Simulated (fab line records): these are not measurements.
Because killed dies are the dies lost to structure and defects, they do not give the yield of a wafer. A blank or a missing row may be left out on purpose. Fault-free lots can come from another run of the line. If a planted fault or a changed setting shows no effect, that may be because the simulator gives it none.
Chamber matching / flow sfq line / 4 sister chambers for SFQ_TRILAYER_I4_CMP_CMP_100 on cmp-02
The step polishes SiO2. 18 wafers are shown with their chamber, then 9 later ones without.

## WAFERS WITH THEIR CHAMBER
wafer=L980.3; chamber=2; motor current A (A)=11.6; time to endpoint s (s)=205
wafer=L980.2; chamber=0; motor current A (A)=11.8; time to endpoint s (s)=219
wafer=L980.6; chamber=2; motor current A (A)=11.4; time to endpoint s (s)=214
wafer=L981.1; chamber=3; motor current A (A)=10.8; time to endpoint s (s)=194
wafer=L981.4; chamber=2; motor current A (A)=10.5; time to endpoint s (s)=206
wafer=L981.6; chamber=3; motor current A (A)=11.0; time to endpoint s (s)=207
wafer=L983.4; chamber=3; motor current A (A)=10.3; time to endpoint s (s)=211
wafer=L983.2; chamber=1; motor current A (A)=9.9; time to endpoint s (s)=217
wafer=L983.5; chamber=0; motor current A (A)=11.5; time to endpoint s (s)=216
wafer=L984.1; chamber=0; motor current A (A)=11.4; time to endpoint s (s)=214
wafer=L984.4; chamber=1; motor current A (A)=9.9; time to endpoint s (s)=229
wafer=L984.3; chamber=3; motor current A (A)=10.8; time to endpoint s (s)=205
wafer=L986.2; chamber=0; motor current A (A)=11.3; time to endpoint s (s)=210
wafer=L986.4; chamber=2; motor current A (A)=10.9; time to endpoint s (s)=212
wafer=L986.6; chamber=1; motor current A (A)=10.1; time to endpoint s (s)=225
wafer=L989.1; chamber=2; motor current A (A)=11.4; time to endpoint s (s)=202
wafer=L989.2; chamber=0; motor current A (A)=11.6; time to endpoint s (s)=214
wafer=L989.5; chamber=2; motor current A (A)=11.5; time to endpoint s (s)=212

SIGNATURES, as means of the wafers listed above
reading=motor current A; chamber 0=11.520; chamber 1=9.967; chamber 2=11.217; chamber 3=10.725; scatter within a chamber=0.311
reading=time to endpoint s; chamber 0=214.60; chamber 1=223.67; chamber 2=208.50; chamber 3=204.25; scatter within a chamber=5.29
Rule: for a wafer and a chamber, the distance is found by dividing, reading by reading, the gap between the wafer's reading and the chamber's mean by the reading's scatter, squaring, summing and taking the root. If the next closest chamber is less than 2 further off than the closest, the wafer can't be placed; otherwise it belongs to the closest. The scatter is the square root of a quotient: the sum, over the shown wafers, of each reading's squared deviation from its chamber's mean, divided by wafers minus chambers.

## WAFERS WITHOUT THEIR CHAMBER
wafer=L990.1; motor current A (A)=11.2; time to endpoint s (s)=216
wafer=L990.2; motor current A (A)=9.8; time to endpoint s (s)=226
wafer=L990.4; motor current A (A)=9.9; time to endpoint s (s)=214
wafer=L996.3; motor current A (A)=11.9; time to endpoint s (s)=226
wafer=L996.2; motor current A (A)=10.9; time to endpoint s (s)=228
wafer=L996.6; motor current A (A)=11.3; time to endpoint s (s)=227
wafer=L103.3; motor current A (A)=12.1; time to endpoint s (s)=223
wafer=L103.4; motor current A (A)=10.0; time to endpoint s (s)=220
wafer=L103.6; motor current A (A)=10.8; time to endpoint s (s)=217

## CHAMBER TAKEN BY EACH
wafer=L990.1; from the rows above=can't be placed: 0 or 2 or 3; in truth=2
wafer=L990.2; from the rows above=1; in truth=1
wafer=L990.4; from the rows above=can't be placed: 1 or 3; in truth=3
wafer=L996.3; from the rows above=can't be placed: 0 or 2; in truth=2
wafer=L996.2; from the rows above=can't be placed: 1 or 0 or 2 or 3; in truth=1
wafer=L996.6; from the rows above=can't be placed: 0 or 2 or 1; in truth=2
wafer=L103.3; from the rows above=can't be placed: 0 or 2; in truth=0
wafer=L103.4; from the rows above=1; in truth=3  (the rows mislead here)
wafer=L103.6; from the rows above=can't be placed: 2 or 0 or 3 or 1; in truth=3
Placed correctly: 1 of 9. Not placeable from these rows: 7 (in 7, the candidates include the true chamber). Placed wrongly: 1.
